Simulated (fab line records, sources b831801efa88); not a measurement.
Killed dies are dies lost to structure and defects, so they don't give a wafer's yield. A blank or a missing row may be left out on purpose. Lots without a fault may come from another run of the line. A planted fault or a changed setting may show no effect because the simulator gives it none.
Which tool did it? | flow sky130 | 6 lots, 18 wafers sampled, at 2 steps of a route of 708

WHAT THE GAUGES READ, wafer by wafer
SKY_LI_CONTACT_CD_MEAS_12: target cd 170 nm.
lot  | measured     | on        | cd_nm (nm)
L933 | day 30 23:28 | cd_sem-02 | 170.6 170.8 170.8
L935 | day 32 00:57 | cd_sem-02 | 169.7 169.1 170.1
L942 | day 34 03:31 | cd_sem-01 | 146.9 148.2 148.2
L945 | day 34 22:01 | cd_sem-02 | 169.4 168.4 169.3
L947 | day 35 09:46 | cd_sem-02 | 168.6 170.3 169.8
L951 | day 36 14:05 | cd_sem-01 | 169.0 169.4 170.5

WHICH TOOL RAN EACH LOT (tool, then ch and the chambers of the sampled wafers, then the start)
lot  | SKY_LI_CONTACT_EXPOSE_09
L933 | krf_scanner-02 ch 0, day 30 10:19
L935 | krf_scanner-02 ch 0, day 31 11:59
L942 | krf_scanner-02 ch 0, day 33 14:03
L945 | krf_scanner-02 ch 0, day 34 09:10
L947 | krf_scanner-02 ch 0, day 34 20:19
L951 | krf_scanner-02 ch 0, day 36 01:13
- SKY_LI_CONTACT_EXPOSE_09: exposes mask LICM1, target cd 170 nm.

THE ANSWER, worked out from the rows above alone
Rule: what is usual is taken from the lots themselves. Put in order of their means at a reading, lots are off if they are a third of the lots or fewer, leave a main group of 4 or more, and stand apart from it by a gap of 3 or more times the standard deviation of the main group's means; of several such gaps the widest counts. A main group whose means are all the same, to the digits that the tables above print for the reading, isn't used. A lot without any number at a reading at which 4 lots or more have one is off too. The other lots that the step has rows for count as sound.
Off: L942, at SKY_LI_CONTACT_CD_MEAS_12 (cd_nm). The main group: mean 169.7 nm, standard deviation 0.55.
A tool fits if, at a process step before that reading, it ran every lot that is off, and no sound lot after the first of them. The gauges at SKY_LI_CONTACT_CD_MEAS_12 are tried like those tools. None of those tried fits.

WHAT THE SIMULATOR HAD PUT IN
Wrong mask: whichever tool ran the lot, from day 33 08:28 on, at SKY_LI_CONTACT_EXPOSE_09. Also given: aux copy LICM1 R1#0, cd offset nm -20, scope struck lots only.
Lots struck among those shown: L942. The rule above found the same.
